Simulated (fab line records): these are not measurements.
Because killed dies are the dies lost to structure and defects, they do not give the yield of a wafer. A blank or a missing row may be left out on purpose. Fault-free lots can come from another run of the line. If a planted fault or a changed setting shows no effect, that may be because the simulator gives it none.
fab line records | flow sky130
record: lots: 7 wafers: 21 lastDay: 50
route steps=708 shown METAL1@457 VIA1@458
lots that met no fault: taken from a fault-free run of the same line
startH: start of the lot's first displayed wafer, in hours after the record's first day | waitH: how many hours have passed since the lot's step before this one | " the same as in the row above | L1.1+2: several wafers, shown together as one row | - no value, or no start was given | * or withheld: withheld | < > ~ a bound
route shown NAME@n: names a module that has steps shown in the file, with the first one's number in the route | usual: mean/standard deviation of fault-free wafers | same: alike in all rows | chamber/n: place in a boat | sites: the reading at each site | _std_site: standard deviation across them | _edge_site: outer sites' mean less inner sites' | radiusMm: for every site, how far away it sits from the centre of the wafer | mask NAME#n: copy n | behind: the last tool/chamber to shape the wafer | hold: cause of the lot's hold/its duration in hours/its outcome | device: the transistor (n, p or np) that didn't switch | end of line: tests of these same wafers at the route's end | where a step has no rows: the recipe by itself | killed: not the wafer's yield, but the dies lost to structure and defects at the first sort | map: dies across one wafer; x = killed, . = not, _ = none there
set.NAME: the run value of the setting; set.NAME@STEP: its run value at that earlier step | model.NAME: the simulator's own value behind a step, which no gauge read
lots at selected steps of the route; one table per step, one row per wafer
services: a tool's chamber out of use, with start hour (startH, from the record's first day; less than 0 if before it), hours out, and reason
== steps ==
step: SKY_METAL1_CLEAN_23
recipe: chemistry: O3/DIW dry: n2Spin
step: SKY_VIA1_HDPCVD_00
recipe: material: SiO2 targetThkNm: 1030 sigmaOpenFrac: 0.3 timeS: 171.7 tempC: 400 sih4FlowSccm: 60 pressureMtorr: 6
step: SKY_VIA1_THK_MEAS_01
recipe: reads: SiO2_of_VIA1_HDPCVD_00
usual: VIA1_HDPCVD_THK: 1035/9.8
columns lot.wafer tool chamber startH waitH VIA1_HDPCVD_THK[nm]
L602.2 filmMetro-03 - 765.80 0.1 1038
L602.5 " - " " 1040
L602.6 " - " " 1039
L603.1 filmMetro-02 - 816.49 0.1 1048
L603.2 " - " " 1042
L603.5 " - " " 1036
L613.1 filmMetro-01 - 852.14 0.1 1033
L613.2 " - " " 1027
L613.5 " - " " 1035
L614.1 filmMetro-02 - 855.93 0.1 1042
L614.5 " - " " 1057
L614.6 " - " " 1053
L615.2 filmMetro-02 - 867.86 0.1 1028
L615.3 " - " " 1029
L615.6 " - " " 1036
L623.1 filmMetro-01 - 929.24 0.1 1029
L623.4 " - " " 1030
L623.5 " - " " 1057
L624.4 filmMetro-03 - 933.72 0.0 1045
L624.5 " - " " 1047
L624.6 " - " " 1055
step: SKY_VIA1_CMP_02
recipe: material: SiO2 downForcePsi: 4 platenRpm: 60 padVelocityMS: 0.94248
usual: motorCurrentA: 12.9/1.5
columns lot.wafer tool chamber startH waitH motorCurrentA
L602.2 cmp-02 0 765.85 0.0 10.4
L602.6 " 0 " " 10.4
L602.5 " 1 " " 12.3
L603.1 cmp-02 1 816.60 0.1 12.4
L603.2 " 2 " " 11.3
L603.5 " 1 " " 11.7
L613.2 cmp-02 2 852.25 0.1 11.1
L613.1 " 0 " " 10.6
L613.5 " 1 " " 12.7
L614.1 cmp-01 2 856.09 0.1 14.1
L614.6 " 0 " " 10.7
L614.5 " 1 " " 14.7
L615.2 cmp-02 1 868.01 0.1 12.1
L615.3 " 2 " " 11.9
L615.6 " 0 " " 10.0
L623.4 cmp-01 0 929.35 0.1 11.6
L623.1 " 2 " " 13.8
L623.5 " 3 " " 14.3
L624.4 cmp-01 1 933.90 0.2 14.4
L624.5 " 2 " " 14.2
L624.6 " 3 " " 14.5
step: SKY_VIA1_BOW_MEAS_03
recipe: mode: bow
usual: VIA1_BOW: 79/6.1
columns lot.wafer tool chamber startH waitH VIA1_BOW[um]
L602.2 filmMetro-03 - 766.17 0.3 69
L602.5 " - " " 74
L602.6 " - " " 75
L603.1 filmMetro-01 - 816.85 0.2 87
L603.2 " - " " 68
L603.5 " - " " 87
L613.1 filmMetro-03 - 852.50 0.1 70
L613.2 " - " " 76
L613.5 " - " " 83
L614.1 filmMetro-01 - 856.29 0.1 88
L614.5 " - " " 82
L614.6 " - " " 80
L615.2 filmMetro-02 - 868.23 0.2 79
L615.3 " - " " 81
L615.6 " - " " 82
L623.1 filmMetro-01 - 929.60 0.1 78
L623.4 " - " " 82
L623.5 " - " " 75
L624.4 filmMetro-03 - 934.11 0.2 80
L624.5 " - " " 73
L624.6 " - " " 85
step: SKY_VIA1_DEHYDRATE_04
recipe: tempC: 200 timeS: 60
step: SKY_VIA1_HMDS_05
recipe: primeTimeS: 60 primeTempC: 120
step: SKY_VIA1_COAT_06
recipe: resist: BARC tempC: withheld timeS: withheld spinRpm: 3000 resistThkNm: 60
step: SKY_VIA1_COAT_07
recipe: resist: KrF-thick spinRpm: 3000 resistThkNm: 450
step: SKY_VIA1_SOFTBAKE_08
recipe: tempC: 100 timeS: 90 resist: KrF-thick
step: SKY_VIA1_EXPOSE_09
recipe: maskId: VIM na: 0.8 sourceShape: annular sigmaInner: 0.55 sigmaOuter: 0.85 targetCdNm: 150 doseMj: 38
step: SKY_VIA1_PEB_10
recipe: pebTempC: withheld pebTimeS: withheld resist: KrF-thick
step: SKY_VIA1_DEVELOP_11
recipe: developTimeS: 60 resist: KrF-thick devTempC: 21
usual: chillPlateTempC: 23.00/0.11 developTimeS: 60/0
columns lot.wafer tool chamber startH waitH chillPlateTempC developTimeS model.KrF-thick_of_VIA1_COAT_07.thkNm
L602.2 lithoTrack-03 0 793 - 22.92 60 436.7
L602.5 " 0 " " 23.03 60 436.7
L602.6 " 0 " " 23.07 60 435.8
L603.1 lithoTrack-03 0 842 - 22.92 60 439.3
L603.2 " 0 " " 23.09 60 439.5
L603.5 " 0 " " 23.03 60 439.1
L613.1 lithoTrack-03 - 879 - - - 450.5
L613.2 " - " " - - 450.3
L613.5 " - " " - - 450.1
L614.1 lithoTrack-02 - 883 - - - 449.5
L614.5 " - " " - - 449.3
L614.6 " - " " - - 449
L615.2 lithoTrack-02 - 895 - - - 449.9
L615.3 " - " " - - 451.1
L615.6 " - " " - - 451.1
L623.1 lithoTrack-03 0 954 - 23.07 60 435.3
L623.4 " 0 " " 23.04 60 433.5
L623.5 " 0 " " 23.09 60 435.2
L624.4 lithoTrack-02 0 958 - 23.05 60 434.5
L624.5 " 0 " " 23.03 60 435.1
L624.6 " 0 " " 22.89 60 435.6
step: SKY_VIA1_CD_MEAS_12
recipe: targetCdNm: 150
usual: cdNm: 150.5/2
columns lot.wafer tool chamber startH waitH cdNm
L602.2 cdSem-02 - 793.15 - 151.3
L602.5 " - " " 152.7
L602.6 " - " " 151.1
L603.1 cdSem-01 - 842.68 - 152.4
L603.2 " - " " 153.0
L603.5 " - " " 152.7
L613.1 cdSem-02 - 879.43 - -
L613.2 " - " " -
L613.5 " - " " -
L614.1 cdSem-02 - 883.37 - -
L614.5 " - " " -
L614.6 " - " " -
L615.2 cdSem-01 - 895.34 - -
L615.3 " - " " -
L615.6 " - " " -
L623.1 cdSem-01 - 954.57 - 150.8
L623.4 " - " " 151.7
L623.5 " - " " 151.5
L624.4 cdSem-01 - 958.98 - 153.5
L624.5 " - " " 150.7
L624.6 " - " " 151.6
== services ==
columns tool chamber startH hours kind
cmp-02 - 743.54 17.4 pm
cmp-01 - 744.00 4.0 pm
cmp-01 - 748.00 - consumableReplace:conditioner
cmp-01 - 748.00 - consumableReplace:pad
cmp-01 - 802.36 3.0 repair
cmp-02 - 804.24 1.8 repair
cmp-02 - 817.19 6.6 pm
cmp-01 - 834.26 2.6 repair
cmp-02 - 868.94 3.0 repair
cmp-02 - 888.41 8.2 pm
cmp-01 - 893.89 1.3 repair
cmp-02 - 919.52 4.0 pm
cmp-02 - 923.52 - consumableReplace:conditioner
cmp-02 - 923.52 - consumableReplace:pad
== key ==
firstSign: step: SKY_VIA1_DEVELOP_11 reading: toolRecord direction: missing
effect none on later readings
modelEffect: step: SKY_VIA1_DEVELOP_11 value: KrF-thick_of_VIA1_COAT_07.thkNm without: 436 struck: 450.1
metAt SKY_VIA1_DEVELOP_11
struckWafers L613.1,L613.2,L613.5,L614.1,L614.5,L614.6,L615.2,L615.3,L615.6
laterRowsLeftOut L613.1,L613.2,L613.5,L614.1,L614.5,L614.6,L615.2,L615.3,L615.6
sortLeftOut L613.1,L613.2,L613.5,L614.1,L614.5,L614.6,L615.2,L615.3,L615.6
onsetBetween 842 879
fault: kind: skippedStepWhole tool: lithoTrack-02,lithoTrack-03 chamber: - onsetH: 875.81 steps: SKY_VIA1_DEVELOP_11 scope: struckLotsOnly
sortLeftOut: the simulated sort isn't trusted on such a fault, so these wafers' sort isn't shown, and their yield isn't known
laterRowsLeftOut: the simulator's readings of these wafers behind a module that went badly wrong aren't trusted and aren't shown, but for the sort
